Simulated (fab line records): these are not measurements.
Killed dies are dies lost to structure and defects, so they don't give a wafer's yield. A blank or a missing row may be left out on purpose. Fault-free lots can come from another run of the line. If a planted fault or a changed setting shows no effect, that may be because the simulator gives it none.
Comparing a struck lot with a sound one -- flow sfq-line -- 21 out of 325 route steps
Sound: wafers L355.3, L355.5, L355.6. The struck wafers were L364.2, L364.3, L364.4. At the end, the cause is stated.
Per side, at each step with rows, come the tool, then ch with its chambers, and then its first start. Under that, the readings that differ: sound wafers -- struck wafers -- difference of the means -- sigmas: that difference in standard deviations of wafers without a fault.
alike: a reading whose means differ by less than 2 such deviations, as well as words and numbers matching on both sides. not compared: withheld readings; readings where some wafer has no value; bounds like >300 that might hide an equal value; numbers whose values overlap and for which the record gives no deviation.
Wherever a step has rows on one side only, a row that says differs or no value, or a row with sigmas, the two part there. Non-overlapping numbers with no deviation appear without sigmas and do not part them. Lack of a reading on every wafer of one side parts them only where that side has two or more wafers.

SFQ_INCOMING_BOW_MEAS_900:
  sound on film-metro-04, day 3 02:02; struck on film-metro-03, day 4 23:01
  alike: INCOMING_BOW
then, 1 step without rows for these wafers: SFQ_TRILAYER_INCOMING_OXIDATION_002 (target thk 500 nm, ox time 4939 s).
SFQ_TRILAYER_L0_DEP_SPUTTER_003: material MoNx KI, target thk 40 nm, time 100 s.
  sound on pvd-sputter-05, day 3 04:29; struck on pvd-sputter-05, day 5 01:29
  alike: throttle-valve-pct
SFQ_L0_RS_MEAS_901: a four-point-probe measurement.
  sound on film-metro-02, day 3 04:36; struck on film-metro-04, day 5 01:35
  alike: L0_MONX_KI_RS
SFQ_L0_THK_MEAS_902: measures by xrf.
  sound on film-metro-02, day 3 04:42; struck on film-metro-04, day 5 01:41
  alike: L0_MONX_KI_THK
then, 3 steps without rows for these wafers: SFQ_TRILAYER_L0_LITHO_COAT_010 (resist thk 62 nm); SFQ_TRILAYER_L0_LITHO_COAT_005 (resist thk 600 nm); SFQ_TRILAYER_L0_LITHO_SOFTBAKE_009.
-- the record jumps here: 4 days lie between the struck wafers' starts before and after --
SFQ_TRILAYER_L0_LITHO_EXPOSE_006: exposes mask L0, target cd 2000 nm.
  sound on krf-scanner-01 ch 0, day 6 03:12; struck on krf-scanner-01, day 8 18:50
  no value came back on the struck wafers for exposure-dose-mJ-cm2, focus-offset-nm (nm); on the sound wafers exposure-dose-mJ-cm2 reads 14.374 14.393 14.367
  alike: mask
then, 2 steps without rows for these wafers: SFQ_TRILAYER_L0_LITHO_PEB_008 (peb time 60 s); SFQ_TRILAYER_L0_LITHO_DEVELOP_007 (time 60 s).
SFQ_TRILAYER_L0_BARC_OPEN_METAL_ETCH_010: etches BARC in O2, target depth 125 nm, time 41.7 s.
  sound on rie-metal-01 ch 0,1, day 6 04:19; struck on rie-metal-01 ch 0,1, day 8 20:08
  alike: drypump-motor-current-A, he-backside-leak-sccm, oes-product-au
  not compared: rf-hours-counter-h
SFQ_TRILAYER_L0_ETCH_METAL_ETCH_008: etches MoNx KI in SF6/O2, stops on SiO2, target depth 50 nm, time 25 s.
  sound on rie-metal-01 ch 0,1, day 6 04:22; struck on rie-metal-01 ch 0,1, day 8 20:11
  alike: drypump-motor-current-A, he-backside-leak-sccm, oes-product-au
  not compared: rf-hours-counter-h
SFQ_TRILAYER_L0_STRIP_STRIP_009: strips in O2.
  sound on rie-metal-01 ch 0,1, day 6 04:36; struck on rie-metal-01 ch 0,1, day 8 20:14
  alike: drypump-motor-current-A, he-backside-leak-sccm, oes-product-au
  not compared: rf-hours-counter-h
then, 1 step without rows for these wafers: SFQ_TRILAYER_L0_STRIP_SOLV_CLEAN_010 (cleans in NMP, time 600 s).
SFQ_TRILAYER_L0_CAP_PECVD_011: deposits SiO2 from SiH4/N2O, time 13.333 s, target thk 60 nm.
  sound on pecvd-01 ch 0,1, day 6 05:11; struck on pecvd-03 ch 1,2, day 8 21:01
  alike: heater-power-w, showerhead-vpp-V, throttle-valve-pct
then, 3 steps without rows for these wafers: SFQ_TRILAYER_L0_VIA_LITHO_COAT_018 (resist thk 62 nm); SFQ_TRILAYER_L0_VIA_LITHO_COAT_013 (resist thk 650 nm); SFQ_TRILAYER_L0_VIA_LITHO_SOFTBAKE_017.
-- the record jumps here: 4 days lie between the struck wafers' starts before and after --
SFQ_TRILAYER_L0_VIA_LITHO_EXPOSE_014: exposes mask L0V, target cd 700 nm.
  sound on krf-scanner-01 ch 0, day 10 03:26; struck on krf-scanner-01, day 12 22:55
  no value came back on the struck wafers for exposure-dose-mJ-cm2, focus-offset-nm (nm); on the sound wafers exposure-dose-mJ-cm2 reads 21.343 21.324 21.357
  alike: mask
then, 1 step without rows for these wafers: SFQ_TRILAYER_L0_VIA_LITHO_PEB_016 (peb time 60 s).

== WHERE THEY PART ==
Earliest at SFQ_TRILAYER_L0_LITHO_EXPOSE_006; latest, in this record, at SFQ_TRILAYER_L0_VIA_LITHO_EXPOSE_014.

WHY: what the simulator had put in
Entire step skipped (krf-scanner-01, SFQ_TRILAYER_L0_LITHO_EXPOSE_006), from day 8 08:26 onward. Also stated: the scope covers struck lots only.
